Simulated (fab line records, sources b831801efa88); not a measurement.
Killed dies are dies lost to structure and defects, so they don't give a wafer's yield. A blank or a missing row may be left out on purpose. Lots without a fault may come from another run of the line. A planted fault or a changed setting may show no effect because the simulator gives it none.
A struck lot beside a sound one | flow sky130 | 25 steps out of a route of 708
Sound: wafers L307.3, L307.5, L307.6. Struck: wafers L315.1, L315.5, L315.6. The cause comes at the end.
At each step with rows: each side's tool, then ch and its chambers, then its first start. Under that, the readings that differ: sound wafers | struck wafers | difference of the means | sigmas: that difference in standard deviations of wafers without a fault.
alike: readings whose means differ by less than 2 such deviations, and words and numbers that are the same on both sides. not compared: withheld readings, readings that some wafer has no value for, bounds like >300 that may hide the same value, and numbers for which the record gives no deviation and whose values overlap.
The two part at a step that has a row with sigmas, a row that says differs or no value, or rows on one side only. Numbers that don't overlap but have no deviation are shown without sigmas and don't part them. A reading that every wafer of one side lacks parts them only if that side has two wafers or more.

first, 1 step without rows for these wafers: SKY_VIA3_SPUTTER_20 (material TiN, target thk 20 nm, time 80 s).
SKY_VIA3_CVD_21: deposits W, target thk 390 nm, time 117.31 s.
  sound on cvd_w-01 ch 0,1, day 42 03:05; struck on cvd_w-01 ch 0,1, day 44 12:00
  alike: chamber_pressure_Torr, heater_power_outer_w, heater_power_w
SKY_VIA3_RS_MEAS_22: measures by four-point-probe.
  sound on film_metro-03, day 42 03:12; struck on film_metro-04, day 44 12:07
  alike: VIA3_W_RS
SKY_VIA3_THK_MEAS_23: measures by xrf.
  sound on film_metro-03, day 42 03:18; struck on film_metro-04, day 44 12:14
  alike: VIA3_W_THK
SKY_VIA3_CMP_24: polishes, stops on SiO2, t overpolish 20 s, target thk 0 nm.
  sound on cmp-01 ch 0,2,3, day 42 03:26; struck on cmp-01 ch 2,3, day 44 12:21
  alike: motor_current_A, overpolish_run_s, slurry_flow_ml_min, time_to_endpoint_s
then, 2 steps without rows for these wafers: SKY_METAL4_SPUTTER_00 (material Ti, target thk 15 nm, time 10 s); SKY_METAL4_SPUTTER_01 (material TiN, target thk 20 nm, time 16.7 s).
SKY_METAL4_SPUTTER_02: material AlCu, target thk 735 nm, time 39.1 s.
  sound on pvd_sputter-04, day 42 03:41; struck on pvd_sputter-03, day 44 12:39
  alike: cathode_dc_power_W, chamber_pressure_pa, throttle_valve_pct
then, 2 steps without rows for these wafers: SKY_METAL4_SPUTTER_03 (material Ti, target thk 5 nm, time 3.3 s); SKY_METAL4_SPUTTER_04 (material TiN, target thk 70 nm, time 58.3 s).
SKY_CAP2M_CVD_00: deposits SiO2, target thk 15.5 nm.
  sound on pecvd-04 ch 1,2, day 42 03:47; struck on pecvd-01 ch 0,1,2, day 44 12:45
  alike: heater_power_outer_w, heater_power_w
SKY_CAP2M_THK_MEAS_01:
  sound on film_metro-01, day 42 03:50; struck on film_metro-03, day 44 12:46
  alike: CAP2M_CVD_00_THK
SKY_CAP2M_SPUTTER_02: material TiN, target thk 200 nm, time 166.7 s.
  sound on pvd_sputter-02, day 42 03:53; struck on pvd_sputter-01, day 44 12:50
  no value came back on the struck wafers for cathode_dc_power_W (W), chamber_pressure_pa (Pa), throttle_valve_pct (%), time_s (s); on the sound wafers cathode_dc_power_W (W) reads 6500.4 6500.6 6496.2
SKY_CAP2M_RS_MEAS_03: measures by four-point-probe.
  sound on film_metro-04, day 42 04:01; struck on film_metro-01, day 44 12:58
  reading               | sound          | struck | difference                    | sigmas
  CAP2M_TIN_RS (ohm/sq) | 6.83 6.89 6.88 | - - -  | no value on the struck wafers |
SKY_CAP2M_THK_MEAS_04: measures by xrf.
  sound on film_metro-04, day 42 04:07; struck on film_metro-01, day 44 13:05
  reading            | sound             | struck         | difference | sigmas
  CAP2M_TIN_THK (nm) | 203.1 201.1 202.0 | <0.0 <0.0 <0.0 | differs    |
then, 7 steps without rows for these wafers: SKY_CAP2M_DEHYDRATE_05 (time 60 s); SKY_CAP2M_HMDS_06 (prime time 60 s); SKY_CAP2M_COAT_07 (resist thk 1140 nm); SKY_CAP2M_SOFTBAKE_08 (time 60 s); SKY_CAP2M_EXPOSE_09 (exposes mask CAP2M, target cd 1000 nm); SKY_CAP2M_PEB_10; SKY_CAP2M_DEVELOP_11 (develop time 60 s).
SKY_CAP2M_OVL_MEAS_12:
  sound on overlay-02, day 43 03:02; struck on overlay-01, day 45 10:53
  alike: CAP2M_OVL
SKY_CAP2M_METAL_ETCH_13: etches TiN in Cl2/BCl3, stops on SiO2, target depth 220 nm, time 62.9 s.
  sound on rie_metal-01 ch 0,1, day 43 03:05; struck on rie_metal-03 ch 0,1, day 45 10:55
  reading                | sound                | struck               | difference | sigmas
  oes_product_au (a.u.)  | 0.938 0.934 0.945    | 0.377 0.380 0.379    | -0.560     | -89
  throttle_valve_pct (%) | 21.895 21.899 21.906 | 22.260 22.281 22.255 | +0.365     | +38
  alike: drypump_motor_current_A
  not compared: rf_hours_counter_h
SKY_CAP2M_STRIP_14: strips in O2/N2.
  sound on plasma_asher-04 ch 0,1, day 43 03:10; struck on plasma_asher-04 ch 0,1, day 45 10:59
  alike: drypump_motor_current_A, oes_product_au, strip_time_to_endpoint_s
  not compared: rf_hours_counter_h

WHERE THEY PART
First at SKY_CAP2M_SPUTTER_02; last, within this record, at SKY_CAP2M_METAL_ETCH_13. Later steps at which nothing parts them and some readings are alike: SKY_CAP2M_STRIP_14.

WHY: what the simulator had put in
Skipped step whole: pvd_sputter-01, from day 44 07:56 on, at SKY_CAP2M_SPUTTER_02. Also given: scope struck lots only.
